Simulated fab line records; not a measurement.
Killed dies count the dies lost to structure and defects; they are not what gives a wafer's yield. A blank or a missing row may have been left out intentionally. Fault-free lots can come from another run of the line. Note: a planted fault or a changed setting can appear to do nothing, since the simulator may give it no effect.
A sampling plan put to the test + flow gf180mcu + 14 faults told of in these records, all on one fab line, each judged by the records of the lots it struck
What counts as the plan is the set of the line's own looks, namely the steps on the route at which a gauge or an inspection reads a wafer and does not change it. Where struck wafers have a number at a look and the file lists that look's usual mean and standard deviation on fault-free wafers, the look can be judged. Caught: 4 or more of those standard deviations (sigma) separate the usual mean from the mean of the struck wafers at a look after the fault's first step. On the tool: the test repeated on the tool's own readings taken at the fault's steps. If the struck wafers alone have a blank record, or they carry another recipe, that too counts as caught.

== THE FAULTS, as the simulator had put them in ==
1. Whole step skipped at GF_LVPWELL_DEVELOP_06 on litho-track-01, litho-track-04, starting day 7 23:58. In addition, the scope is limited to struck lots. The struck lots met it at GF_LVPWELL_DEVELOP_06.
2. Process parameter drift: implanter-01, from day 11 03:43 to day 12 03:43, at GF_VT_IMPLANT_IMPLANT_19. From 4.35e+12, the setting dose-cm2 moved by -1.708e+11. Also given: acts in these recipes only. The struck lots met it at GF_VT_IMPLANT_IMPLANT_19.
3. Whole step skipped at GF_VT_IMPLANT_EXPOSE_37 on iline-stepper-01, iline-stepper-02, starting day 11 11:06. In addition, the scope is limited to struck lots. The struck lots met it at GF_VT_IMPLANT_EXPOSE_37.
4. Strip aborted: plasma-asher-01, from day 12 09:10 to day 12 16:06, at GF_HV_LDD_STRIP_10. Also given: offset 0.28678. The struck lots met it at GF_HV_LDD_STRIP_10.
5. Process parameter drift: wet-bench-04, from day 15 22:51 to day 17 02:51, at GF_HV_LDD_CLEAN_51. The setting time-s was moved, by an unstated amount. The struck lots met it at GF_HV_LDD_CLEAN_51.
6. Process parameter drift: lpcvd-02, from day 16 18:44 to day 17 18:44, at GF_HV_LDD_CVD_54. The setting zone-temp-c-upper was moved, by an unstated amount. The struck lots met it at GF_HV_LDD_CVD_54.
7. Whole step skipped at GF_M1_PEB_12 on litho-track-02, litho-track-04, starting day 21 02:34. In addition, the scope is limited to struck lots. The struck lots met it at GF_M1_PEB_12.
8. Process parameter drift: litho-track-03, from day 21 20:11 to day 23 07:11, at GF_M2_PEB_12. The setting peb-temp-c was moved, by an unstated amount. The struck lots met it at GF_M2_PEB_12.
9. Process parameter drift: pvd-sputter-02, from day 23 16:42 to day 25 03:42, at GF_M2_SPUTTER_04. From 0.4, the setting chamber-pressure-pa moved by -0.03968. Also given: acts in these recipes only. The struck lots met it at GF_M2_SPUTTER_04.
10. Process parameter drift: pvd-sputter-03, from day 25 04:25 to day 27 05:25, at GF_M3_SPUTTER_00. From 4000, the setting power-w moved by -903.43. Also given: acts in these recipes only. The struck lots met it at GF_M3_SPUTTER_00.
11. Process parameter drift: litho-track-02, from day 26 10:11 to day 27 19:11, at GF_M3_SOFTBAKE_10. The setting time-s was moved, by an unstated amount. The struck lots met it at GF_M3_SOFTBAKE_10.
12. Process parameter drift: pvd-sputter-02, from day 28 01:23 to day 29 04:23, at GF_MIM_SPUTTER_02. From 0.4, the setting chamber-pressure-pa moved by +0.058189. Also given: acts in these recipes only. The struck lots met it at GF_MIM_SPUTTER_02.
13. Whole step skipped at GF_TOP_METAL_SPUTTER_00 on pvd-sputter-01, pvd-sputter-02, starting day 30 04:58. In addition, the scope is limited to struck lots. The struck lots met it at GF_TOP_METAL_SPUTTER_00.
14. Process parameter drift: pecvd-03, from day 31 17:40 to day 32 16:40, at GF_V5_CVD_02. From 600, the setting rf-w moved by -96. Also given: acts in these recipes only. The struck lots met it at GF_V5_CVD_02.

== WHAT THE PLAN SAW ==
| fault | on the tool itself                               | first look that catches it                   | reading, sigma | median hours from its first step to that look | hours from the fault's start to the first struck lot there | judged looks passed uncaught |
|-------|--------------------------------------------------|----------------------------------------------|----------------|-----------------------------------------------|------------------------------------------------------------|------------------------------|
| 1     | the tool's record is blank for the struck wafers | not the one look that can be judged after it | -              | -                                             | -                                                          | 1                            |
| 2     | dose-ions-cm2 -35 sigma                          | no look after it can be judged               | -              | -                                             | -                                                          | 0                            |
| 3     | no reading that can be judged                    | no look after it can be judged               | -              | -                                             | -                                                          | 0                            |
| 4     | oes-product-au +45 sigma                         | no look after it can be judged               | -              | -                                             | -                                                          | 0                            |
| 5     | run-length-s -37 sigma                           | not the one look that can be judged after it | -              | -                                             | -                                                          | 1                            |
| 6     | spike-tc-upper-C +17 sigma                       | no look after it can be judged               | -              | -                                             | -                                                          | 0                            |
| 7     | the tool's record is blank for the struck wafers | no look after it can be judged               | -              | -                                             | -                                                          | 0                            |
| 8     | heater-power-total-W -11 sigma                   | no look after it can be judged               | -              | -                                             | -                                                          | 0                            |
| 9     | chamber-pressure-pa -44 sigma                    | no look after it can be judged               | -              | -                                             | -                                                          | 0                            |
| 10    | cathode-dc-power-W -99 or beyond sigma           | not the one look that can be judged after it | -              | -                                             | -                                                          | 1                            |
| 11    | run-length-s +22 sigma                           | no look after it can be judged               | -              | -                                             | -                                                          | 0                            |
| 12    | chamber-pressure-pa +72 sigma                    | no look after it can be judged               | -              | -                                             | -                                                          | 0                            |
| 13    | the tool's record is blank for the struck wafers | no look after it can be judged               | -              | -                                             | -                                                          | 0                            |
| 14    | rf-fwd-power-W -48 sigma                         | no look after it can be judged               | -              | -                                             | -                                                          | 0                            |
A dash: the fault is not caught, or the number is missing from these records.

Caught at a look: 0 of 14. Caught on the tool: 13 of 14. By one or the other: 13 of 14.
Faults 1, 2, 4, 5, 6, 7, 8, 9, 10, 11, 12, 13, 14 were caught on the tool alone.
Caught by neither: fault 3.
